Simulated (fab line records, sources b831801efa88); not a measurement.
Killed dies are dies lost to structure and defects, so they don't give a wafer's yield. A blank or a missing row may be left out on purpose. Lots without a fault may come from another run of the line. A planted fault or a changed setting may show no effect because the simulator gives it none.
Which tool did it? | flow gf180mcu | 14 lots, 42 wafers sampled, at 4 steps of a route of 602

WHAT THE GAUGES READ, wafer by wafer
GF_STI_THK_MEAS_04. Usual: STI_CVD_03_THK 207.0 nm, standard deviation 2.7.
lot  | measured    | on            | STI_CVD_03_THK (nm) | flag
L691 | day 1 13:34 | film_metro-03 | 207.5 209.1 210.0   |
L692 | day 1 18:56 | film_metro-02 | 210.4 212.8 209.6   |
L694 | day 2 04:35 | film_metro-02 | 210.4 210.5 210.2   |
L701 | day 3 17:13 | film_metro-02 | 205.2 205.6 204.8   |
L702 | day 3 21:56 | film_metro-04 | 207.5 206.1 207.7   |
L703 | day 4 01:57 | film_metro-03 | 203.3 202.8 202.9   |
L704 | day 4 08:37 | film_metro-04 | 209.0 209.6 208.5   |
L705 | day 4 12:00 | film_metro-03 | 204.4 204.4 204.5   |
L706 | day 4 16:34 | film_metro-03 | 207.8 207.8 207.0   |
L708 | day 5 02:34 | film_metro-02 | 207.9 207.7 205.1   |
L709 | day 5 07:34 | film_metro-03 | 209.5 211.4 209.6   |
L710 | day 5 12:36 | film_metro-04 | 206.1 204.4 206.5   |
L711 | day 5 17:37 | film_metro-03 | 208.5 209.7 210.7   |
L714 | day 6 08:53 | film_metro-03 | 205.3 204.1 206.0   |

GF_POLY_GATE_CD_MEAS_18. Usual: cd_nm 279.0 nm, standard deviation 1.6.
lot  | measured     | on        | cd_nm (nm)        | flag
L691 | day 9 09:17  | cd_sem-02 | 279.4 279.0 279.8 |
L692 | day 10 03:05 | cd_sem-01 | 275.9 277.4 276.3 |
L694 | day 10 10:40 | cd_sem-02 | 277.8 275.9 276.4 |
L701 | day 12 08:48 | cd_sem-02 | 281.6 280.1 279.2 |
L702 | day 12 16:45 | cd_sem-02 | 278.4 278.6 279.6 |
L703 | day 12 21:53 | cd_sem-02 | 278.1 277.4 277.0 |
L704 | day 13 02:13 | cd_sem-01 | 275.9 276.4 276.3 |
L705 | day 13 09:49 | cd_sem-02 | 281.1 281.1 279.3 |
L706 | day 13 19:37 | cd_sem-01 | 276.8 279.2 279.1 |
L708 | day 14 06:04 | cd_sem-02 | 278.5 277.8 280.2 |
L709 | day 14 19:04 | cd_sem-01 | 280.4 280.0 277.4 |
L710 | day 14 23:26 | cd_sem-01 | 278.3 278.3 278.2 |
L711 | day 15 09:01 | cd_sem-01 | 278.1 276.5 278.7 |
L714 | day 16 01:50 | cd_sem-02 | 279.0 278.2 279.1 |

WHICH TOOL RAN EACH LOT (tool, then ch and the chambers of the sampled wafers, then the start)
lot  | GF_STI_WET_ETCH_17             | GF_POLY_GATE_ETCH_13
L691 | wet_bench-03 ch 1, day 2 01:12 | rie_si-02 ch 0,1, day 9 04:46
L692 | wet_bench-04 ch 1, day 2 07:13 | rie_si-02 ch 0,2,3, day 10 01:24
L694 | wet_bench-04 ch 2, day 2 16:13 | rie_si-02 ch 0,2,3, day 10 09:04
L701 | wet_bench-04 ch 3, day 4 06:27 | rie_si-01 ch 1,2, day 12 06:19
L702 | wet_bench-03 ch 0, day 4 10:45 | rie_si-02 ch 0,3, day 12 14:55
L703 | wet_bench-03 ch 1, day 4 15:46 | rie_si-02 ch 0,2,3, day 12 20:22
L704 | wet_bench-04 ch 1, day 4 22:33 | rie_si-01 ch 0,2,3, day 13 00:01
L705 | wet_bench-04 ch 1, day 5 02:13 | rie_si-02 ch 1,2,3, day 13 07:22
L706 | wet_bench-04 ch 0, day 5 06:52 | rie_si-01 ch 0,1,3, day 13 16:45
L708 | wet_bench-02 ch 2, day 5 16:09 | rie_si-01 ch 1,2,3, day 14 03:15
L709 | wet_bench-04 ch 2, day 5 22:21 | rie_si-02 ch 0,1,3, day 14 16:55
L710 | wet_bench-02 ch 2, day 6 03:58 | rie_si-02 ch 0,1,3, day 14 20:58
L711 | wet_bench-02 ch 2, day 6 08:49 | rie_si-02 ch 1,2, day 15 02:31
L714 | wet_bench-02 ch 1, day 7 00:42 | rie_si-01 ch 0,2,3, day 15 23:10
- GF_STI_WET_ETCH_17: etches Si3N4 in H3PO4, target depth 45 nm, time 514 s.
- GF_POLY_GATE_ETCH_13: etches poly-Si in HBr/Cl2, stops on SiO2, target depth 198.5 nm, time 69.6 s.

WHAT THE TOOLS THEMSELVES READ (means of the sampled wafers that have a number; where no wafer has one, the mark that the record gives instead)
GF_STI_WET_ETCH_17. Usual: run_length_s 544 s, standard deviation 4.3.
lot  | tool         | run_length_s (s) | flag
L691 | wet_bench-03 | 548              |
L692 | wet_bench-04 | 547              |
L694 | wet_bench-04 | 548              |
L701 | wet_bench-04 | 541              |
L702 | wet_bench-03 | 563              | OFF
L703 | wet_bench-03 | 565              | OFF
L704 | wet_bench-04 | 540              |
L705 | wet_bench-04 | 540              |
L706 | wet_bench-04 | 540              |
L708 | wet_bench-02 | 549              |
L709 | wet_bench-04 | 549              |
L710 | wet_bench-02 | 548              |
L711 | wet_bench-02 | 548              |
L714 | wet_bench-02 | 540              |

GF_POLY_GATE_ETCH_13. Usual: chamber_pressure_mTorr 10.001 mTorr, standard deviation 0.011; drypump_motor_current_A 5.7 A, standard deviation 0.66; oes_product_au 0.990 a.u., standard deviation 0.0087; run_length_s 98.1 s, standard deviation 0.45; throttle_valve_pct 33.685 %, standard deviation 0.0092.
lot  | tool      | chamber_pressure_mTorr (mTorr) | drypump_motor_current_A (A) | oes_product_au (a.u.) | run_length_s (s) | throttle_valve_pct (%) | flag
L691 | rie_si-02 | 10.004                         | 5.1                         | 0.986                 | 98.1             | 33.669                 |
L692 | rie_si-02 | 10.000                         | 6.0                         | 0.988                 | 97.9             | 33.687                 |
L694 | rie_si-02 | 10.003                         | 6.0                         | 0.989                 | 98.0             | 33.686                 |
L701 | rie_si-01 | 9.997                          | 5.2                         | 1.012                 | 98.7             | 33.683                 |
L702 | rie_si-02 | 9.995                          | 5.8                         | 0.992                 | 97.7             | 33.688                 |
L703 | rie_si-02 | 9.999                          | 6.0                         | 0.979                 | 97.9             | 33.685                 |
L704 | rie_si-01 | 9.998                          | 5.5                         | 0.985                 | 98.2             | 33.682                 |
L705 | rie_si-02 | 9.999                          | 6.0                         | 0.989                 | 98.0             | 33.692                 |
L706 | rie_si-01 | 9.998                          | 5.7                         | 0.990                 | 98.7             | 33.683                 |
L708 | rie_si-01 | 9.997                          | 5.5                         | 0.987                 | 98.4             | 33.689                 |
L709 | rie_si-02 | 10.003                         | 5.4                         | 0.988                 | 97.7             | 33.687                 |
L710 | rie_si-02 | 9.997                          | 5.5                         | 0.988                 | 98.3             | 33.686                 |
L711 | rie_si-02 | 10.005                         | 5.8                         | 0.992                 | 98.2             | 33.688                 |
L714 | rie_si-01 | 10.031                         | 5.5                         | 0.991                 | 97.9             | 33.684                 |

THE ANSWER, worked out from the rows above alone
Rule: a lot is off if the mean of its wafers that have a number lies more than 3 standard deviations from the usual mean. A lot without any number at a reading at which 4 lots or more have one is off too. The other lots that the step has rows for count as sound. The gauges are gone through in route order, then the tools' own readings, and for those a lot's mean is taken as printed above. The first step at which some lot is off is used, and at that step the reading that is off furthest; a lot without a number counts as furthest.
Off: L702, L703, at GF_STI_WET_ETCH_17 (run_length_s).
A tool fits if, at that step or a process step before it, it ran every lot that is off, and no sound lot after the first of them. One fits: wet_bench-03 at GF_STI_WET_ETCH_17. Its last sound lot is L691 (day 2 01:12), its first lot that is off L702 (day 4 10:45): a fault that began between those two fits.

WHAT THE SIMULATOR HAD PUT IN
Process parameter drift: wet_bench-03, from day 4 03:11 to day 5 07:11, at GF_STI_WET_ETCH_17. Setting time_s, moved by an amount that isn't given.
Lots struck among those shown: L702, L703. The rule above found the same.
